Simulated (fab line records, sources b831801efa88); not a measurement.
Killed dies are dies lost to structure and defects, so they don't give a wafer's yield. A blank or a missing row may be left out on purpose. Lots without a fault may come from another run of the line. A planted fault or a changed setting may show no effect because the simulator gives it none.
Which tool did it? | flow gf180mcu | 13 lots, 39 wafers sampled, at 6 steps of a route of 602

WHAT THE GAUGES READ, wafer by wafer
GF_HV_LDD_OVL_MEAS_20.
lot  | measured     | on         | HV_LDD_01_OVL (nm)
L159 | day 10 19:40 | overlay-02 | -1.3 -1.4 -1.4
L160 | day 11 01:40 | overlay-02 | 0.8 0.1 0.1
L161 | day 11 08:23 | overlay-01 | 0.2 0.7 0.8
L164 | day 12 10:34 | overlay-01 | -0.5 -1.4 0.2
L165 | day 12 16:13 | overlay-01 | -0.7 -1.8 -1.6
L171 | day 14 17:52 | overlay-02 | -0.8 -1.7 -1.3
L172 | day 15 02:13 | overlay-01 | -0.7 -2.0 0.0
L175 | day 15 23:28 | overlay-02 | -1.9 0.5 -0.8
L176 | day 16 04:31 | overlay-02 | -0.6 -2.7 -1.9
L177 | day 16 18:08 | overlay-02 | -0.9 -1.1 0.3
L178 | day 16 23:31 | overlay-02 | 2.1 0.2 1.2
L180 | day 17 12:01 | overlay-01 | -0.8 -0.3 -0.6
L182 | day 18 07:49 | overlay-01 | -0.6 -1.4 0.0

GF_HV_LDD_THK_MEAS_57.
lot  | measured     | on            | HV_LDD_CVD_56_THK (nm)
L159 | day 12 14:22 | film_metro-02 | 90.1 90.4 90.5
L160 | day 12 20:52 | film_metro-02 | 89.9 90.4 90.0
L161 | day 13 04:44 | film_metro-02 | 90.5 90.5 90.9
L164 | day 14 08:13 | film_metro-04 | 89.5 90.0 89.3
L165 | day 14 13:46 | film_metro-01 | 89.2 89.6 90.0
L171 | day 16 17:18 | film_metro-04 | 89.1 89.4 89.6
L172 | day 17 03:47 | film_metro-04 | 90.9 90.7 90.9
L175 | day 18 02:29 | film_metro-02 | 90.0 90.2 89.3
L176 | day 18 06:59 | film_metro-01 | 90.5 90.8 89.6
L177 | day 18 21:54 | film_metro-01 | 90.7 90.0 90.7
L178 | day 19 03:04 | film_metro-04 | 89.9 89.4 89.7
L180 | day 19 16:19 | film_metro-04 | 89.5 89.6 90.1
L182 | day 20 12:48 | film_metro-04 | 89.4 89.4 89.9

GF_PSD_RS_MEAS_14: measures by four-point-probe.
lot  | measured     | on            | NSD_RS (ohm/sq)
L159 | day 14 07:12 | film_metro-01 | 46.12 46.10 46.12
L160 | day 14 15:12 | film_metro-04 | 46.19 46.20 46.13
L161 | day 14 22:31 | film_metro-03 | 46.20 46.18 46.12
L164 | day 16 03:58 | film_metro-04 | 46.25 46.20 46.12
L165 | day 16 08:51 | film_metro-03 | 46.08 45.98 46.03
L171 | day 18 16:30 | film_metro-04 | 44.78 44.80 44.80
L172 | day 19 03:50 | film_metro-04 | 44.80 44.84 44.76
L175 | day 20 04:02 | film_metro-04 | 46.04 46.17 46.10
L176 | day 20 08:50 | film_metro-03 | 46.02 46.16 45.98
L177 | day 21 00:05 | film_metro-03 | 46.03 45.98 46.08
L178 | day 21 05:04 | film_metro-04 | 46.20 46.10 46.19
L180 | day 21 17:47 | film_metro-04 | 46.13 45.99 46.03
L182 | day 22 14:18 | film_metro-01 | 46.21 46.22 46.29

GF_PSD_RS_MEAS_15: measures by four-point-probe.
lot  | measured     | on            | PSD_RS (ohm/sq)
L159 | day 14 07:19 | film_metro-01 | 108.63 108.47 108.69
L160 | day 14 15:19 | film_metro-04 | 108.54 108.54 108.68
L161 | day 14 22:38 | film_metro-03 | 108.56 108.38 108.74
L164 | day 16 04:05 | film_metro-04 | 109.07 108.79 108.81
L165 | day 16 08:58 | film_metro-03 | 108.51 108.38 108.25
L171 | day 18 16:37 | film_metro-04 | 105.72 105.71 105.67
L172 | day 19 03:58 | film_metro-04 | 105.47 105.49 105.53
L175 | day 20 04:09 | film_metro-04 | 107.95 108.50 108.32
L176 | day 20 08:58 | film_metro-03 | 108.22 108.31 108.41
L177 | day 21 00:13 | film_metro-03 | 108.62 108.23 108.37
L178 | day 21 05:11 | film_metro-04 | 108.49 108.30 108.59
L180 | day 21 17:54 | film_metro-04 | 108.25 108.11 107.86
L182 | day 22 14:25 | film_metro-01 | 108.61 108.83 108.75

WHICH TOOL RAN EACH LOT (tool, then ch and the chambers of the sampled wafers, then the start)
lot  | GF_HV_LDD_RTA_52                 | GF_PSD_RTA_13
L159 | rtp_anneal-01 ch 0, day 12 11:40 | rtp_anneal-02 ch 0, day 14 07:07
L160 | rtp_anneal-01 ch 0, day 12 18:10 | rtp_anneal-01 ch 0, day 14 15:07
L161 | rtp_anneal-01 ch 0, day 13 02:02 | rtp_anneal-02 ch 0, day 14 22:22
L164 | rtp_anneal-01 ch 0, day 14 05:01 | rtp_anneal-02 ch 0, day 16 03:49
L165 | rtp_anneal-02 ch 0, day 14 11:01 | rtp_anneal-01 ch 0, day 16 08:46
L171 | rtp_anneal-01 ch 0, day 16 14:37 | rtp_anneal-02 ch 0, day 18 16:25
L172 | rtp_anneal-02 ch 0, day 16 23:52 | rtp_anneal-02 ch 0, day 19 03:46
L175 | rtp_anneal-01 ch 0, day 17 22:34 | rtp_anneal-01 ch 0, day 20 03:56
L176 | rtp_anneal-01 ch 0, day 18 03:04 | rtp_anneal-01 ch 0, day 20 08:46
L177 | rtp_anneal-01 ch 0, day 18 17:59 | rtp_anneal-01 ch 0, day 21 00:00
L178 | rtp_anneal-02 ch 0, day 19 00:22 | rtp_anneal-01 ch 0, day 21 04:58
L180 | rtp_anneal-01 ch 0, day 19 13:37 | rtp_anneal-01 ch 0, day 21 17:42
L182 | rtp_anneal-02 ch 0, day 20 10:07 | rtp_anneal-01 ch 0, day 22 14:13
- GF_HV_LDD_RTA_52: time 10 s.
- GF_PSD_RTA_13: time 20 s.

WHAT THE TOOLS THEMSELVES READ (means of the sampled wafers that have a number; where no wafer has one, the mark that the record gives instead)
GF_HV_LDD_RTA_52.
lot  | tool          | lamp_power_pct (%) | wafer_temp_C_max
L159 | rtp_anneal-01 | 27                 | 1005.6
L160 | rtp_anneal-01 | 27                 | 1005.3
L161 | rtp_anneal-01 | 27                 | 1003.8
L164 | rtp_anneal-01 | 27                 | 1005.6
L165 | rtp_anneal-02 | 34                 | 1004.1
L171 | rtp_anneal-01 | 27                 | 1004.8
L172 | rtp_anneal-02 | 34                 | 1003.5
L175 | rtp_anneal-01 | 27                 | 1004.8
L176 | rtp_anneal-01 | 27                 | 1004.5
L177 | rtp_anneal-01 | 27                 | 1004.6
L178 | rtp_anneal-02 | 34                 | 1004.1
L180 | rtp_anneal-01 | 27                 | 1005.3
L182 | rtp_anneal-02 | 34                 | 1003.9

GF_PSD_RTA_13.
lot  | tool          | lamp_power_pct (%) | run_length_s (s) | wafer_temp_C_max
L159 | rtp_anneal-02 | 35                 | 49.0             | 1029.6
L160 | rtp_anneal-01 | 28                 | 48.8             | 1031.6
L161 | rtp_anneal-02 | 35                 | 51.1             | 1029.3
L164 | rtp_anneal-02 | 35                 | 51.2             | 1029.7
L165 | rtp_anneal-01 | 28                 | 48.5             | 1029.4
L171 | rtp_anneal-02 | 35                 | 54.7             | 1029.5
L172 | rtp_anneal-02 | 35                 | 54.9             | 1028.5
L175 | rtp_anneal-01 | 28                 | 48.7             | 1030.2
L176 | rtp_anneal-01 | 28                 | 48.8             | 1029.7
L177 | rtp_anneal-01 | 28                 | 48.5             | 1029.9
L178 | rtp_anneal-01 | 28                 | 48.6             | 1031.2
L180 | rtp_anneal-01 | 28                 | 48.7             | 1030.0
L182 | rtp_anneal-01 | 28                 | 48.8             | 1031.3

THE ANSWER, worked out from the rows above alone
Rule: what is usual is taken from the lots themselves. Put in order of their means at a reading, lots are off if they are a third of the lots or fewer, leave a main group of 4 or more, and stand apart from it by a gap of 3 or more times the standard deviation of the main group's means; of several such gaps the widest counts. A main group whose means are all the same, to the digits that the tables above print for the reading, isn't used. A lot without any number at a reading at which 4 lots or more have one is off too. The other lots that the step has rows for count as sound. The gauges are gone through in route order, then the tools' own readings, and for those a lot's mean is taken as printed above. The first step at which some lot is off is used, and at that step the reading that is off furthest; a lot without a number counts as furthest.
Off: L171, L172, at GF_PSD_RS_MEAS_14 (NSD_RS). The main group: mean 46.12 ohm/sq, standard deviation 0.069.
A tool fits if, at a process step before that reading, it ran every lot that is off, and no sound lot after the first of them. The gauges at GF_PSD_RS_MEAS_14 aren't tried: what is off there is off at GF_PSD_RTA_13 too, on other tools, and a gauge's error can't cause that. One fits: rtp_anneal-02 at GF_PSD_RTA_13. Its last sound lot is L164 (day 16 03:49), its first lot that is off L171 (day 18 16:25): a fault that began between those two fits.
The tool's own readings at GF_PSD_RTA_13 bear it out: on the lots that are off they differ by more than 5 times the standard deviation of the sound lots' means. run_length_s reads 54.8 s there against 49.2 s on the sound lots.

WHAT THE SIMULATOR HAD PUT IN
Process parameter drift: rtp_anneal-02, from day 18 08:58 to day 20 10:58, at GF_PSD_RTA_13. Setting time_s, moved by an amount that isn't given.
Lots struck among those shown: L171, L172. The rule above found the same.
